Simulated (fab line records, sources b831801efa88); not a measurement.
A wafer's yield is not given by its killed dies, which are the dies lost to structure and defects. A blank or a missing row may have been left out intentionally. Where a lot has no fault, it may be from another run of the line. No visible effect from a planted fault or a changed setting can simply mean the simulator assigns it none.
A struck lot beside a sound one ; flow sky130 ; 15 out of 708 route steps
Sound: these wafers, L903.4, L903.5, L903.6. Wafers struck: L908.1, L908.4, L908.6. The cause is given at the end.
Each step with rows lists, per side, the tool, then ch with its chambers, then its first start. Under that, the readings that differ: sound wafers ; struck wafers ; difference of the means ; sigmas: that difference in standard deviations of wafers without a fault.
alike: words and numbers the same on both sides, and readings whose means are apart by under 2 such deviations; not compared: readings that were withheld, readings missing a value for some wafer, numbers with overlapping values and no deviation given by the record, and bounds like >300 which may hide the same value.
The two part at a step that has a row with sigmas, a row that says differs or no value, or rows on one side only. Non-overlapping numbers with no deviation appear without sigmas and do not part them. A reading that every wafer of one side lacks parts them only if that side has two wafers or more.

first, 2 steps without rows for these wafers: SKY_METAL2_CLEAN_23 (cleans in O3/DIW); SKY_VIA2_HDPCVD_00 (deposits SiO2, target thk 1180 nm, time 196.7 s).
SKY_VIA2_THK_MEAS_01:
  sound: filmMetro-01 at day 36 04:00; struck: filmMetro-01 at day 38 09:19
reading;sound;struck;difference;sigmas
VIA2_HDPCVD_THK (nm);1195 1215 1208;1175 1175 1182;-29;-2
SKY_VIA2_CMP_02: polishes SiO2.
  sound on cmp-01 ch 2,3, day 36 04:02; struck on cmp-01 ch 0,2,3, day 38 09:28
  alike: motorCurrentA, slurryFilterDpKPa
SKY_VIA2_BOW_MEAS_03:
  sound: filmMetro-04 at day 36 04:23; struck: filmMetro-01 at day 38 09:40
  alike: VIA2_BOW
then, 7 steps without rows for these wafers: SKY_VIA2_DEHYDRATE_04 (time 60 s); SKY_VIA2_HMDS_05 (prime time 60 s); SKY_VIA2_COAT_06 (resist thk 60 nm); SKY_VIA2_COAT_07 (resist thk 450 nm); SKY_VIA2_SOFTBAKE_08 (time 90 s); SKY_VIA2_EXPOSE_09 (exposes mask VIM2, target cd 200 nm); SKY_VIA2_PEB_10.
SKY_VIA2_DEVELOP_11: develop time 60 s.
  sound on lithoTrack-01 ch 0, day 37 06:00; struck on lithoTrack-03 ch 0, day 39 12:00
reading;sound;struck;difference;sigmas
developerTempC (C);21.04 20.88 20.96;23.13 23.20 23.22;+2.22;+23
SKY_VIA2_CD_MEAS_12 targets a cd of 200 nm.
  sound: cdSem-02 at day 37 07:01; struck: cdSem-02 at day 39 12:24
  alike: cdNm
-- the record jumps here: 9 days lie between the struck wafers' starts before and after (it left off in module VIA2 and takes up again in module PAD_OPEN, whose first step shown is number 708 of the route) --
SKY_PAD_OPEN_PROBE_99:
  sound: prober-01 at day 46 22:32; struck: prober-02 at day 48 08:10
  alike: defectLimitedYield, killed_at_M0_to_M3, killed_at_M4_up, killedAtContacts, killedAtFrontEnd, killedAtOther, killedDies, killedOnRim, killedOpen, killedShort, sort_bin_3_pad_short, sort_bin_5_function, sort_bin_6_memory, sortNPass, sortYieldPct

== WHERE THEY PART ==
At SKY_VIA2_THK_MEAS_01 first; at SKY_VIA2_DEVELOP_11 last (within this record only). Later steps at which nothing parts them and some readings are alike: SKY_VIA2_CD_MEAS_12, SKY_PAD_OPEN_PROBE_99.

WHY: the cause the simulator had injected
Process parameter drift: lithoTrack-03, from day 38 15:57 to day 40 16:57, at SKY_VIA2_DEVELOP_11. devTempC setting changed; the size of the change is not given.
